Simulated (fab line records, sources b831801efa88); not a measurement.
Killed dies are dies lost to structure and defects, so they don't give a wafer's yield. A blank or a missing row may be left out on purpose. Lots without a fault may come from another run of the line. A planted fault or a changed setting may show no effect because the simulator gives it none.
fab line records | flow sky130
record lots=12 wafers=36 last_day=50
route steps=708 shown FIELD_ISO@15 METAL2@487 CAPM@549 METAL3@566 PAD_OPEN@708
lots that met no fault: from a run of the same line without faults
start_h: hours from the record's first day to the start of the lot's first wafer shown | wait_h: hours since the lot's step before | " the same as in the row above | L1.1+2: a row that stands for several wafers | - no value, or no start given | * or withheld: withheld | < > ~ a bound
route shown NAME@n: a module of which the file shows steps, and the number in the route of the first | usual: mean/standard deviation of fault-free wafers | same: alike in all rows | chamber/n: place in a boat | sites: the reading at each site | _std_site: their standard deviation | _edge_site: outer sites' mean less inner sites' | radius_mm: how far each site lies from the wafer's centre | mask NAME#n: copy n | behind: the tool/chamber that last shaped the wafer | hold: why the lot was held/for how many hours/how that ended | device: the transistor (n, p or np) that didn't switch | end of line: the same wafers' tests at the end of the route | a step without rows: its recipe alone | killed: dies lost to structure and defects at the first sort, not the wafer's yield | map: a wafer's dies, x killed, . not, _ none there
set.NAME: the setting as run; set.NAME@STEP: as run at that earlier step | model.NAME: the simulator's own value behind a step, which no gauge read
steps of the route over a sample of lots; a table a step, a row a wafer
services: from which hour (start_h, from the record's first day; less than 0 if before it) a tool's chamber was out of use, for how many hours, and why
## steps
# step SKY_FIELD_ISO_ETCH_14
# recipe chemistry=N2/H2 target=BARC ion_energy_ev=200 source_w=500 bias_w=100 pressure_mtorr=30 n2_flow_sccm=100 h2_flow_sccm=200 stop_on=SiO2 time_s=45.9 target_depth_a=600
# usual chamber_pressure_mTorr=29.998/0.026 drypump_motor_current_A=5.5/0.43 oes_product_au=0.855/0.0044 rf_fwd_power_W=495.0/2.4 throttle_valve_pct=13.225/0.0087
# columns lot.wafer tool chamber start_h wait_h chamber_pressure_mTorr drypump_motor_current_A oes_product_au rf_fwd_power_W rf_hours_counter_h throttle_valve_pct
L387.2 rie_diel-02 1 32.80 0.1 29.977 5.3 0.858 498.3 87 13.228
L387.3 " 2 " " 29.971 5.4 0.850 488.8 131 13.200
L387.6 " 1 " " 30.002 5.3 0.849 495.5 - 13.208
L389.2 rie_diel-02 3 44.75 0.1 29.971 4.7 0.855 495.5 114 13.222
L389.3 " 1 " " 29.989 5.3 0.845 498.1 87 13.238
L389.5 " 3 " " 29.999 4.7 0.862 496.7 - 13.225
L390.1 rie_diel-04 0 50.59 0.1 29.986 6.1 0.854 496.8 169 13.230
L390.4 " 3 " " 30.067 6.1 0.855 495.3 5 13.222
L390.6 " 0 " " 29.963 6.1 0.855 495.4 - 13.220
L391.2 rie_diel-01 2 54.89 0.1 30.004 5.7 0.849 493.0 50 13.228
L391.4 " 3 " " 30.017 5.6 0.862 494.5 53 13.228
L391.6 " 2 " " 30.026 5.7 0.857 497.5 - 13.233
L392.3 rie_diel-01 0 59.64 0.1 30.014 5.6 0.852 496.3 98 13.219
L392.4 " 1 " " 29.989 6.0 0.857 497.1 132 13.234
L392.5 " 3 " " 30.003 5.6 0.858 496.9 - 13.234
L394.1 rie_diel-04 0 71.09 0.1 29.990 6.1 0.855 496.4 170 13.231
L394.3 " 1 " " 29.992 5.6 0.860 494.3 133 13.226
L394.5 " 2 " " 29.984 5.0 0.854 490.3 - 13.245
L397.3 rie_diel-02 3 89.24 0.1 30.029 4.6 0.860 495.3 115 13.222
L397.4 " 2 " " 30.017 5.4 0.850 493.0 132 13.233
L397.5 " 3 " " 30.013 4.7 0.851 496.9 - 13.224
L400.3 rie_diel-01 3 102.44 0.1 30.023 5.5 0.846 497.0 53 13.225
L400.5 " 0 " " 30.023 5.6 0.858 494.3 - 13.233
L400.6 " 3 " " 29.994 5.6 0.855 496.9 - 13.214
L401.1 rie_diel-04 3 108.14 0.1 29.956 6.1 0.850 494.2 7 13.223
L401.2 " 0 " " 30.018 6.1 0.855 419.3 0 13.238
L401.4 " 2 " " 30.022 5.0 0.850 496.0 6 13.213
L404.2 rie_diel-04 2 122.84 0.1 29.997 5.0 0.856 493.7 7 13.236
L404.4 " 0 " " 30.011 6.1 0.854 419.0 0 13.216
L404.6 " 1 " " 29.981 5.5 0.856 496.7 - 13.220
L408.2 rie_diel-01 2 143.24 0.1 30.025 5.7 0.861 497.7 52 13.228
L408.3 " 3 " " 30.012 5.6 0.858 497.6 54 13.224
L408.4 " 0 " " 30.012 5.6 0.851 495.4 99 13.230
L409.1 rie_diel-02 1 149.69 0.1 30.002 5.3 0.855 495.6 89 13.211
L409.3 " 2 " " 30.011 5.3 0.854 490.7 133 13.221
L409.4 " 3 " " 29.991 4.6 0.857 495.0 116 13.228
# step SKY_METAL2_SPUTTER_04
# recipe material=TiN target_thk_nm=70 power_w=6500 time_s=56.63 chamber_pressure_pa=0.4
# usual throttle_valve_pct=30.0/1.2
# columns lot.wafer tool chamber start_h wait_h throttle_valve_pct
L387.2 pvd_sputter-02 - 795.89 0.0 29.7
L387.3 " - " " 31.2
L387.6 " - " " 27.9
L389.2 pvd_sputter-02 - 822.98 0.0 31.2
L389.3 " - " " 30.1
L389.5 " - " " 29.8
L390.1 pvd_sputter-01 - 828.24 0.0 30.5
L390.4 " - " " 30.4
L390.6 " - " " 30.4
L391.2 pvd_sputter-02 - 836.03 0.0 30.5
L391.4 " - " " 28.2
L391.6 " - " " 28.0
L392.3 pvd_sputter-02 - 845.83 0.0 31.1
L392.4 " - " " 29.7
L392.5 " - " " 30.4
L394.1 pvd_sputter-02 - 859.16 0.0 29.6
L394.3 " - " " 31.4
L394.5 " - " " 29.7
L397.3 pvd_sputter-03 - 886.43 0.0 29.2
L397.4 " - " " 30.3
L397.5 " - " " 31.5
L400.3 pvd_sputter-01 - 898.19 0.0 31.0
L400.5 " - " " 30.5
L400.6 " - " " 30.4
L401.1 pvd_sputter-01 - 905.78 0.0 30.6
L401.2 " - " " 30.2
L401.4 " - " " 30.9
L404.2 pvd_sputter-01 - 925.98 0.0 31.0
L404.4 " - " " 30.4
L404.6 " - " " 30.4
L408.2 pvd_sputter-02 - 953.84 0.0 31.3
L408.3 " - " " 29.5
L408.4 " - " " 30.3
L409.1 pvd_sputter-01 - 959.49 0.0 30.2
L409.3 " - " " 30.7
L409.4 " - " " 30.7
# step SKY_CAPM_OVL_MEAS_12
# usual CAPM_OVL=0.4/1.2
# columns lot.wafer tool chamber start_h wait_h CAPM_OVL[nm]
L387.2 overlay-02 - 877.44 0.1 -0.4
L387.3 " - " " -0.4
L387.6 " - " " -0.4
L389.2 overlay-01 - 902.97 0.1 -1.1
L389.3 " - " " -0.8
L389.5 " - " " -0.1
L390.1 overlay-01 - 908.97 0.1 2.2
L390.4 " - " " 3.0
L390.6 " - " " 1.1
L391.2 overlay-02 - 916.02 0.1 -0.2
L391.4 " - " " -1.0
L391.6 " - " " -0.5
L392.3 overlay-01 - 925.85 0.1 0.5
L392.4 " - " " 2.0
L392.5 " - " " 1.4
L394.1 overlay-02 - 941.58 0.1 1.8
L394.3 " - " " 1.4
L394.5 " - " " 1.1
L397.3 overlay-01 - 966.99 0.1 1.0
L397.4 " - " " -0.3
L397.5 " - " " 0.5
L400.3 overlay-01 - 974.88 0.1 1.3
L400.5 " - " " 2.1
L400.6 " - " " 2.7
L401.1 overlay-02 - 982.13 0.1 1.2
L401.2 " - " " -1.1
L401.4 " - " " -0.3
L404.2 overlay-02 - 1001.27 0.1 2.4
L404.4 " - " " 1.6
L404.6 " - " " 2.1
L408.2 overlay-01 - 1028.48 0.1 -0.5
L408.3 " - " " 0.4
L408.4 " - " " 1.2
L409.1 overlay-02 - 1031.62 0.1 0.1
L409.3 " - " " -0.3
L409.4 " - " " 0.5
# step SKY_METAL3_ETCH_16
# recipe chemistry=N2/H2 target=BARC ion_energy_ev=200 bias_w=100 pressure_mtorr=30 n2_flow_sccm=100 h2_flow_sccm=200 icp_w=500 stop_on=SiO2 time_s=88.2 target_depth_a=600
# usual chamber_pressure_mTorr=30.003/0.027 drypump_motor_current_A=5.6/0.38 oes_product_au=0.625/0.005 rf_fwd_power_W=496.7/1.8 throttle_valve_pct=13.204/0.0086
# columns lot.wafer tool chamber start_h wait_h chamber_pressure_mTorr drypump_motor_current_A oes_product_au rf_fwd_power_W rf_hours_counter_h throttle_valve_pct
L387.2 rie_metal-03 0 903.67 0.0 30.001 5.6 0.630 498.4 7 13.189
L387.3 " 0 " " 29.990 5.6 0.627 498.8 - 13.207
L387.6 " 1 " " 30.002 5.0 0.622 497.2 - 13.205
L389.2 rie_metal-03 1 926.96 0.0 29.974 5.0 0.631 493.2 7 13.215
L389.3 " 0 " " 30.048 5.6 0.628 497.2 - 13.198
L389.5 " 1 " " 30.036 4.9 0.618 496.3 - 13.203
L390.1 rie_metal-04 0 934.11 0.0 30.022 5.7 0.622 497.6 21 13.207
L390.4 " 1 " " 30.000 5.5 0.621 497.6 - 13.199
L390.6 " 0 " " 29.991 5.7 0.625 494.4 - 13.194
L391.2 rie_metal-03 0 940.21 0.0 30.027 5.6 0.638 498.7 7 13.200
L391.4 " 0 " " 30.018 5.6 0.627 498.9 - 13.189
L391.6 " 0 " " 29.981 5.6 0.630 497.1 - 13.196
L392.3 rie_metal-01 0 950.95 0.0 30.052 6.3 0.632 496.6 - 13.203
L392.4 " 1 " " 29.950 5.7 0.618 495.2 - 13.193
L392.5 " 0 " " 29.995 6.3 0.623 497.2 - 13.201
L394.1 rie_metal-04 0 966.12 0.0 29.981 5.7 0.624 497.1 0 13.202
L394.3 " 0 " " 29.987 5.7 0.626 495.2 - 13.202
L394.5 " 0 " " 29.979 5.7 0.627 495.6 - 13.202
L397.3 rie_metal-04 1 990.69 0.0 30.019 5.5 0.623 497.9 - 13.210
L397.4 " 0 " " 30.010 5.7 0.620 495.2 - 13.189
L397.5 " 0 " " 30.013 5.7 0.632 495.0 - 13.202
L400.3 rie_metal-01 1 999.39 0.0 30.039 5.7 0.629 493.0 - 13.204
L400.5 " 1 " " 30.041 5.7 0.626 490.0 - 13.202
L400.6 " 0 " " 29.962 6.2 0.630 497.1 - 13.209
L401.1 rie_metal-04 0 1006.26 0.0 29.983 5.7 0.626 499.0 2 13.219
L401.2 " 1 " " 29.992 5.5 0.633 496.6 15 13.215
L401.4 " 0 " " 29.993 5.7 0.624 498.6 - 13.207
L404.2 rie_metal-03 0 1024.52 0.0 30.060 5.6 0.617 496.9 12 13.205
L404.4 " 1 " " 29.998 5.0 0.629 497.6 - 13.216
L404.6 " 0 " " 30.020 5.6 0.633 497.7 - 13.187
L408.2 rie_metal-03 0 1050.97 0.0 29.965 5.6 0.627 494.0 14 13.200
L408.3 " 1 " " 30.034 5.0 0.629 495.1 - 13.205
L408.4 " 0 " " 29.991 5.6 0.623 494.6 - 13.209
L409.1 rie_metal-04 1 1055.57 0.0 30.008 5.5 0.633 497.6 16 13.201
L409.3 " 0 " " 29.988 5.7 0.623 498.5 - 13.204
L409.4 " 1 " " 30.011 5.5 0.621 498.1 - 13.208
# step SKY_PAD_OPEN_PROBE_99
# usual killed_at_M0_to_M3=44/7 killed_at_M4_up=3.0/1.8 killed_at_contacts=24/4.9 killed_at_front_end=15/5 killed_at_other=0.2/0.53 killed_dies=87/8.7 killed_on_rim=17/4 killed_open=48/6.8 killed_short=39/5.7
# same gross_dies=492 killed_at_back_side=0
# columns lot.wafer tool chamber start_h wait_h killed_at_M0_to_M3 killed_at_M4_up killed_at_contacts killed_at_front_end killed_at_other killed_dies killed_on_rim killed_open killed_short
L387.2 prober-02 - 1075.60 0.1 42 7 29 22 0 100 18 51 49
L387.3 prober-02 - 1075.65 0.2 46 5 28 24 0 103 17 53 50
L387.6 prober-02 - 1075.80 0.2 36 2 26 14 0 78 14 39 39
L389.2 prober-02 - 1096.30 0.1 44 2 25 17 0 88 11 54 34
L389.3 prober-02 - 1096.35 0.2 42 3 24 17 0 86 21 52 34
L389.5 prober-02 - 1096.45 0.2 46 2 32 23 0 103 25 58 45
L390.1 prober-01 - 1101.36 0.1 41 3 16 10 0 70 14 34 36
L390.4 prober-01 - 1101.51 0.2 47 7 21 8 0 83 20 35 48
L390.6 prober-01 - 1101.61 0.2 49 1 24 13 1 88 14 54 34
L391.2 prober-02 - 1107.02 0.1 39 2 27 12 0 80 11 41 39
L391.4 prober-02 - 1107.12 0.2 47 3 16 8 0 74 17 41 33
L391.6 prober-02 - 1107.22 0.2 37 1 24 32 0 94 18 60 34
L392.3 prober-01 - 1117.50 0.2 33 4 23 16 0 76 22 47 29
L392.4 prober-01 - 1117.55 0.2 42 1 35 9 0 87 19 48 39
L392.5 prober-01 - 1117.60 0.2 37 4 30 13 0 84 15 45 39
L394.1 prober-01 - 1127.69 0.1 36 1 26 24 0 87 16 47 40
L394.3 prober-01 - 1127.79 0.2 36 2 23 19 0 80 15 40 40
L394.5 prober-01 - 1127.89 0.2 49 1 24 13 0 87 22 47 40
L397.3 prober-01 - 1148.04 0.2 38 2 26 14 0 80 18 45 35
L397.4 prober-01 - 1148.09 0.2 46 4 24 11 0 85 11 46 39
L397.5 prober-01 - 1148.14 0.2 29 3 20 16 1 69 15 32 37
L400.3 prober-01 - 1154.99 0.2 51 4 27 8 0 90 14 48 42
L400.5 prober-01 - 1155.09 0.2 53 1 19 12 0 85 16 42 43
L400.6 prober-01 - 1155.14 0.2 43 5 23 20 0 91 17 49 42
L401.1 prober-02 - 1160.58 0.1 50 3 30 8 0 91 14 52 39
L401.2 prober-02 - 1160.63 0.1 51 3 16 20 0 90 20 60 30
L401.4 prober-02 - 1160.73 0.2 43 6 23 3 0 75 15 38 37
L404.2 prober-01 - 1175.18 0.1 37 4 32 17 0 90 11 48 42
L404.4 prober-01 - 1175.28 0.2 50 5 23 21 0 99 15 53 46
L404.6 prober-01 - 1175.38 0.2 51 5 25 10 1 92 29 50 42
L408.2 prober-01 - 1194.83 0.1 51 2 24 10 0 87 17 42 45
L408.3 prober-01 - 1194.88 0.2 49 4 21 10 0 84 15 40 44
L408.4 prober-01 - 1194.93 0.2 55 10 23 11 0 99 19 53 46
L409.1 prober-02 - 1199.49 0.1 40 2 29 20 0 91 16 49 42
L409.3 prober-02 - 1199.59 0.2 42 2 29 12 2 87 15 46 41
L409.4 prober-02 - 1199.64 0.2 48 3 37 21 0 109 26 56 53
# killed by level:class
L387.2 VIA1:geometric_particle:open=12 CONTACT:geometric_particle:open=9 POLY_GATE:geometric_particle:short=7 LI_CONTACT:geometric_particle:open=6 VIA2:geometric_particle:open=6 LOCAL_INTERCONNECT:geometric_particle:short=5 CONTACT:geometric_particle:short=5 VIA1:geometric_particle:short=5
L387.3 CONTACT:geometric_particle:open=13 VIA1:geometric_particle:open=10 VIA2:geometric_particle:open=7 FIELD_ISO:geometric_particle:open=6 POLY_GATE:geometric_particle:short=6 CONTACT:geometric_particle:short=6 METAL1:geometric_particle:short=6 VIA1:geometric_particle:short=6
L387.6 LI_CONTACT:geometric_particle:open=8 CONTACT:geometric_particle:open=8 VIA1:geometric_particle:open=7 FIELD_ISO:geometric_particle:short=6 VIA1:geometric_particle:short=5 VIA2:geometric_particle:open=5 VIA2:geometric_particle:short=5 LI_CONTACT:geometric_particle:short=4
L389.2 VIA1:geometric_particle:open=12 CONTACT:geometric_particle:open=8 VIA3:geometric_particle:open=7 VIA2:geometric_particle:open=7 LI_CONTACT:geometric_particle:open=6 CONTACT:geometric_particle:short=6 POLY_GATE:geometric_particle:open=5 VIA1:geometric_particle:short=4
L389.3 CONTACT:geometric_particle:open=12 VIA1:geometric_particle:open=10 VIA1:geometric_particle:short=7 LI_CONTACT:geometric_particle:open=6 POLY_GATE:geometric_particle:short=5 METAL1:geometric_particle:short=5 VIA2:geometric_particle:open=5 POLY_GATE:geometric_particle:open=4
L389.5 CONTACT:geometric_particle:open=16 VIA1:geometric_particle:open=11 FIELD_ISO:geometric_particle:short=8 VIA2:geometric_particle:open=6 FIELD_ISO:geometric_particle:open=5 VIA3:geometric_particle:open=5 LI_CONTACT:geometric_particle:open=5 CONTACT:geometric_particle:short=5
L390.1 VIA1:geometric_particle:open=11 METAL1:geometric_particle:short=6 LI_CONTACT:geometric_particle:open=5 METAL3:geometric_particle:short=5 VIA2:geometric_particle:open=5 FIELD_ISO:geometric_particle:short=3 LOCAL_INTERCONNECT:geometric_particle:short=3 CONTACT:geometric_particle:open=3
L390.4 VIA1:geometric_particle:open=8 METAL4:geometric_particle:short=7 VIA2:geometric_particle:open=6 LI_CONTACT:geometric_particle:open=5 LOCAL_INTERCONNECT:geometric_particle:short=5 CONTACT:geometric_particle:open=5 METAL1:geometric_particle:short=5 VIA1:geometric_particle:short=5
L390.6 VIA1:geometric_particle:open=18 LI_CONTACT:geometric_particle:open=9 CONTACT:geometric_particle:open=9 VIA2:geometric_particle:open=7 METAL2:geometric_particle:short=5 POLY_GATE:geometric_particle:short=4 VIA1:geometric_particle:short=4 VIA3:geometric_particle:short=4
L391.2 VIA1:geometric_particle:open=10 CONTACT:geometric_particle:short=9 CONTACT:geometric_particle:open=6 VIA2:geometric_particle:open=5 VIA3:geometric_particle:open=5 POLY_GATE:geometric_particle:open=4 POLY_GATE:geometric_particle:short=4 LI_CONTACT:geometric_particle:open=4
L391.4 VIA2:geometric_particle:open=10 VIA1:geometric_particle:open=9 VIA1:geometric_particle:short=8 CONTACT:geometric_particle:open=7 METAL1:geometric_particle:short=6 VIA3:geometric_particle:open=5 LI_CONTACT:geometric_particle:open=4 CONTACT:geometric_particle:short=3
L391.6 VIA1:geometric_particle:open=12 VIA2:geometric_particle:open=9 POLY_GATE:geometric_particle:open=8 LI_CONTACT:geometric_particle:open=7 FIELD_ISO:geometric_particle:short=5 FIELD_ISO:geometric_particle:open=5 POLY_GATE:geometric_particle:short=5 CONTACT:geometric_particle:short=5
L392.3 LI_CONTACT:geometric_particle:open=10 LI_CONTACT:geometric_particle:short=6 VIA1:geometric_particle:open=6 FIELD_ISO:geometric_particle:open=5 POLY_GATE:geometric_particle:open=5 CONTACT:geometric_particle:open=5 VIA1:geometric_particle:short=5 VIA2:geometric_particle:open=5
L392.4 LI_CONTACT:geometric_particle:open=10 CONTACT:geometric_particle:open=10 VIA1:geometric_particle:open=10 CONTACT:geometric_particle:short=7 VIA2:geometric_particle:open=6 METAL1:geometric_particle:short=5 METAL2:geometric_particle:short=5 VIA1:geometric_particle:short=5
L392.5 CONTACT:geometric_particle:open=10 VIA1:geometric_particle:open=10 LI_CONTACT:geometric_particle:open=9 METAL2:geometric_particle:short=7 LI_CONTACT:geometric_particle:short=5 VIA1:geometric_particle:short=5 POLY_GATE:geometric_particle:open=4 METAL1:geometric_particle:short=4
L394.1 CONTACT:geometric_particle:open=11 VIA1:geometric_particle:open=9 METAL2:geometric_particle:short=8 POLY_GATE:geometric_particle:short=7 FIELD_ISO:geometric_particle:open=5 POLY_GATE:geometric_particle:open=5 LI_CONTACT:geometric_particle:open=5 VIA1:geometric_particle:short=5
L394.3 CONTACT:geometric_particle:short=8 POLY_GATE:geometric_particle:open=7 LI_CONTACT:geometric_particle:open=7 FIELD_ISO:geometric_particle:open=6 VIA1:geometric_particle:short=6 METAL2:geometric_particle:short=5 POLY_GATE:geometric_particle:short=4 VIA2:geometric_particle:open=4
L394.5 VIA1:geometric_particle:open=11 CONTACT:geometric_particle:open=7 VIA3:geometric_particle:open=7 VIA2:geometric_particle:open=7 FIELD_ISO:geometric_particle:short=6 CONTACT:geometric_particle:short=6 METAL2:geometric_particle:short=6 METAL2:geometric_particle:open=6
L397.3 LI_CONTACT:geometric_particle:open=9 VIA1:geometric_particle:open=9 CONTACT:geometric_particle:open=8 METAL2:geometric_particle:short=7 CONTACT:geometric_particle:short=6 METAL1:geometric_particle:short=6 VIA3:geometric_particle:open=5 FIELD_ISO:geometric_particle:open=4
L397.4 VIA3:geometric_particle:open=9 METAL2:geometric_particle:short=8 CONTACT:geometric_particle:open=8 LI_CONTACT:geometric_particle:open=7 VIA2:geometric_particle:open=6 VIA1:geometric_particle:open=5 METAL1:geometric_particle:short=4 VIA1:geometric_particle:short=4
L397.5 CONTACT:geometric_particle:short=7 VIA3:geometric_particle:open=6 VIA1:geometric_particle:open=5 LOCAL_INTERCONNECT:geometric_particle:short=5 METAL1:geometric_particle:short=5 METAL2:geometric_particle:short=5 FIELD_ISO:geometric_particle:open=4 FIELD_ISO:geometric_particle:short=4
L400.3 CONTACT:geometric_particle:open=12 VIA1:geometric_particle:open=9 METAL2:geometric_particle:short=9 METAL1:geometric_particle:short=8 LI_CONTACT:geometric_particle:open=7 VIA2:geometric_particle:open=5 CONTACT:geometric_particle:short=4 VIA2:geometric_particle:short=4
L400.5 VIA1:geometric_particle:open=12 VIA1:geometric_particle:short=8 CONTACT:geometric_particle:open=6 METAL2:geometric_particle:short=6 VIA3:geometric_particle:open=6 LOCAL_INTERCONNECT:geometric_particle:short=5 VIA2:geometric_particle:open=5 FIELD_ISO:geometric_particle:open=4
L400.6 VIA1:geometric_particle:open=12 POLY_GATE:geometric_particle:short=9 CONTACT:geometric_particle:open=8 VIA3:geometric_particle:open=8 VIA1:geometric_particle:short=6 LI_CONTACT:geometric_particle:open=6 VIA2:geometric_particle:open=6 FIELD_ISO:geometric_particle:short=5
L401.1 CONTACT:geometric_particle:open=19 VIA1:geometric_particle:open=12 METAL1:geometric_particle:short=8 VIA1:geometric_particle:short=7 METAL2:geometric_particle:short=6 VIA3:geometric_particle:open=6 LI_CONTACT:geometric_particle:open=5 FIELD_ISO:geometric_particle:open=4
L401.2 VIA3:geometric_particle:open=14 VIA1:geometric_particle:open=13 FIELD_ISO:geometric_particle:open=8 VIA1:geometric_particle:short=7 CONTACT:geometric_particle:open=6 METAL2:geometric_particle:short=5 POLY_GATE:geometric_particle:short=4 POLY_GATE:geometric_particle:open=4
L401.4 VIA1:geometric_particle:open=11 CONTACT:geometric_particle:open=7 VIA1:geometric_particle:short=7 METAL1:geometric_particle:short=6 LI_CONTACT:geometric_particle:open=5 LOCAL_INTERCONNECT:geometric_particle:short=5 METAL2:geometric_particle:short=5 CONTACT:geometric_particle:short=4
L404.2 VIA1:geometric_particle:open=10 LI_CONTACT:geometric_particle:open=9 CONTACT:geometric_particle:open=9 CONTACT:geometric_particle:short=8 METAL1:geometric_particle:short=7 VIA2:geometric_particle:open=5 LOCAL_INTERCONNECT:geometric_particle:short=5 FIELD_ISO:geometric_particle:short=4
L404.4 CONTACT:geometric_particle:open=11 VIA1:geometric_particle:open=9 VIA2:geometric_particle:open=9 VIA3:geometric_particle:open=7 FIELD_ISO:geometric_particle:short=6 POLY_GATE:geometric_particle:short=6 VIA3:geometric_particle:short=5 METAL3:geometric_particle:short=5
L404.6 VIA1:geometric_particle:short=11 CONTACT:geometric_particle:open=10 VIA1:geometric_particle:open=10 LI_CONTACT:geometric_particle:open=9 VIA2:geometric_particle:open=7 METAL2:geometric_particle:short=5 METAL4:geometric_particle:short=5 POLY_GATE:geometric_particle:open=4
L408.2 VIA1:geometric_particle:open=12 CONTACT:geometric_particle:open=11 METAL2:geometric_particle:short=8 METAL1:geometric_particle:short=6 LOCAL_INTERCONNECT:geometric_particle:short=6 METAL3:geometric_particle:short=6 VIA3:geometric_particle:open=6 VIA2:geometric_particle:open=5
L408.3 VIA1:geometric_particle:open=14 CONTACT:geometric_particle:open=6 VIA2:geometric_particle:short=6 CONTACT:geometric_particle:short=5 VIA2:geometric_particle:open=5 METAL3:geometric_particle:short=5 VIA3:geometric_particle:open=5 VIA1:geometric_particle:short=4
L408.4 VIA1:geometric_particle:open=16 VIA1:geometric_particle:short=9 CONTACT:geometric_particle:open=8 LI_CONTACT:geometric_particle:open=6 METAL2:geometric_particle:short=6 POLY_GATE:geometric_particle:short=5 VIA2:geometric_particle:open=5 METAL4:geometric_particle:short=5
L409.1 CONTACT:geometric_particle:open=11 LI_CONTACT:geometric_particle:open=8 VIA3:geometric_particle:open=7 FIELD_ISO:geometric_particle:open=6 POLY_GATE:geometric_particle:short=6 METAL1:geometric_particle:short=6 VIA1:geometric_particle:open=6 METAL2:geometric_particle:short=6
L409.3 CONTACT:geometric_particle:open=11 VIA2:geometric_particle:open=11 LI_CONTACT:geometric_particle:open=6 VIA2:geometric_particle:short=6 VIA1:geometric_particle:open=6 CONTACT:geometric_particle:short=5 METAL1:geometric_particle:short=5 VIA3:geometric_particle:open=4
L409.4 CONTACT:geometric_particle:open=13 VIA1:geometric_particle:short=13 CONTACT:geometric_particle:short=11 FIELD_ISO:geometric_particle:short=8 FIELD_ISO:geometric_particle:open=8 LI_CONTACT:geometric_particle:open=8 VIA1:geometric_particle:open=6 VIA2:geometric_particle:open=6
## services
# columns tool chamber start_h hours kind
rie_metal-04 - 9.53 0.4 repair
rie_metal-03 - 34.37 1.4 pm
rie_metal-04 - 69.22 2.8 pm
pvd_sputter-02 - 104.16 1.2 repair
rie_metal-03 - 108.68 14.6 pm
pvd_sputter-01 - 132.35 4.3 repair
pvd_sputter-01 - 138.92 5.2 repair
pvd_sputter-01 - 177.23 4.3 repair
rie_metal-04 - 218.57 0.9 repair
rie_metal-03 1 233.08 5.5 repair
rie_metal-04 0 266.23 2.9 repair
rie_metal-04 0 277.01 3.8 repair
pvd_sputter-02 - 331.77 1.1 repair
rie_metal-04 - 338.32 5.3 repair
rie_metal-04 - 392.09 1.4 pm
pvd_sputter-01 - 420.28 4.3 repair
rie_metal-04 1 454.94 9.2 repair
rie_metal-04 - 469.33 0.4 repair
rie_metal-03 0 490.53 11.9 repair
pvd_sputter-02 - 583.69 0.8 repair
pvd_sputter-02 - 879.73 4.7 repair
pvd_sputter-02 - 883.68 1.9 repair
pvd_sputter-02 - 886.52 8.0 repair
pvd_sputter-02 - 929.84 1.9 repair
## key
first_sign step=SKY_FIELD_ISO_ETCH_14 reading=rf_fwd_power_W direction=down sigmas=32 usual=495.0 struck=419.2
effect none on later readings
met_at SKY_FIELD_ISO_ETCH_14
struck_lots L401,L404
struck_wafers L401.2,L404.4
tester_left_out L401,L404
not_acting_at SKY_METAL2_SPUTTER_04,SKY_CAPM_OVL_MEAS_12,SKY_METAL3_ETCH_16
onset_between 71.09 108.14
fault kind=process_parameter_drift tool=rie_diel-04 chamber=0 onset_h=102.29 steps=SKY_FIELD_ISO_ETCH_14 channel=source_w offset=-80 shape=step end_h=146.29 acts_in=these_recipes_only stated=500
# tester_left_out: of these lots the tester's yield and bins aren't shown, on N5 and GAA mostly nor the transistor test; their killed dies are dies lost to structure and defects alone, not to doping, threshold or leakage, so they don't give the yield
